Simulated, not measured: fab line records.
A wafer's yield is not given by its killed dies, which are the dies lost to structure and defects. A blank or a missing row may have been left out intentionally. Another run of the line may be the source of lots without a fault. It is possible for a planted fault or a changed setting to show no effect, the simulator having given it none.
Split-lot study | flow sky130 | on a route of 708 steps: 5 lots, 23 wafers read

SPLIT DETAILS
At SKY_METAL4_SPUTTER_04 (material TiN, target thk 70 nm, time 58.3 s), the setting chamberPressurePa was moved away from the recipe's 0.4 Pa on 10 of the 23 wafers read, by -12.1% to +8.2%. For the rest of the wafers, this setting stayed at what the recipe calls for.

The reading comes from the split's own step.

THE READING
TiN_of_METAL4_SPUTTER_04.thkNm (the simulator's own value, which no gauge read), in nm, at SKY_METAL4_SPUTTER_04 (material TiN, target thk 70 nm, time 58.3 s). There is no usual value for it anywhere in the file. The 13 wafers here that ran the recipe average 70.21 nm, standard deviation 0.46 nm.

wafer  | tool, chamber at the split | chamberPressurePa as run, Pa | against the recipe | TiN_of_METAL4_SPUTTER_04.thkNm, nm | against lot-mates on the recipe
L076.1 | pvdSputter-02, -           | 0.4                          | recipe             | 69.49                              | -
L076.2 | pvdSputter-02, -           | 0.4                          | recipe             | 70.74                              | -
L076.3 | pvdSputter-02, -           | 0.4                          | recipe             | 70.43                              | -
L076.4 | pvdSputter-02, -           | 0.4                          | recipe             | 69.45                              | -
L076.5 | pvdSputter-02, -           | 0.4                          | recipe             | 70.78                              | -
L078.2 | pvdSputter-02, -           | 0.4                          | recipe             | 69.87                              | -
L078.5 | pvdSputter-02, -           | 0.4                          | recipe             | 70.3                               | -
L078.6 | pvdSputter-02, -           | 0.4                          | recipe             | 69.81                              | -
L079.2 | pvdSputter-04, -           | 0.4                          | recipe             | 70.07                              | -
L079.3 | pvdSputter-04, -           | 0.4                          | recipe             | 70.62                              | -
L079.4 | pvdSputter-04, -           | 0.4                          | recipe             | 70.11                              | -
L079.5 | pvdSputter-04, -           | 0.4                          | recipe             | 70.19                              | -
L079.6 | pvdSputter-04, -           | 0.4                          | recipe             | 70.89                              | -
L080.1 | pvdSputter-02, -           | 0.4327                       | +8.2%              | 68.95                              | no lot-mate on the recipe
L080.2 | pvdSputter-02, -           | 0.4327                       | +8.2%              | 69.82                              | no lot-mate on the recipe
L080.3 | pvdSputter-02, -           | 0.4327                       | +8.2%              | 69.94                              | no lot-mate on the recipe
L080.4 | pvdSputter-02, -           | 0.4327                       | +8.2%              | 69.09                              | no lot-mate on the recipe
L080.5 | pvdSputter-02, -           | 0.4327                       | +8.2%              | 69.88                              | no lot-mate on the recipe
L085.1 | pvdSputter-02, -           | 0.3515                       | -12.1%             | 72.31                              | no lot-mate on the recipe
L085.2 | pvdSputter-02, -           | 0.3515                       | -12.1%             | 72.26                              | no lot-mate on the recipe
L085.3 | pvdSputter-02, -           | 0.3515                       | -12.1%             | 72.73                              | no lot-mate on the recipe
L085.5 | pvdSputter-02, -           | 0.3515                       | -12.1%             | 72.54                              | no lot-mate on the recipe
L085.6 | pvdSputter-02, -           | 0.3515                       | -12.1%             | 71.66                              | no lot-mate on the recipe

THE FIT
A straight line over all 23 wafers: TiN_of_METAL4_SPUTTER_04.thkNm changes by -0.141 nm for each +1% of chamberPressurePa; r = -0.89; the points scatter about the line by 0.5 nm.
Too few moved wafers have a lot-mate on the recipe to fit a line with each lot's own level taken away.

THE FILE'S OWN FIT
TiN_of_METAL4_SPUTTER_04.thkNm changes by -0.141 nm for each +1% of chamberPressurePa, r = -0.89.
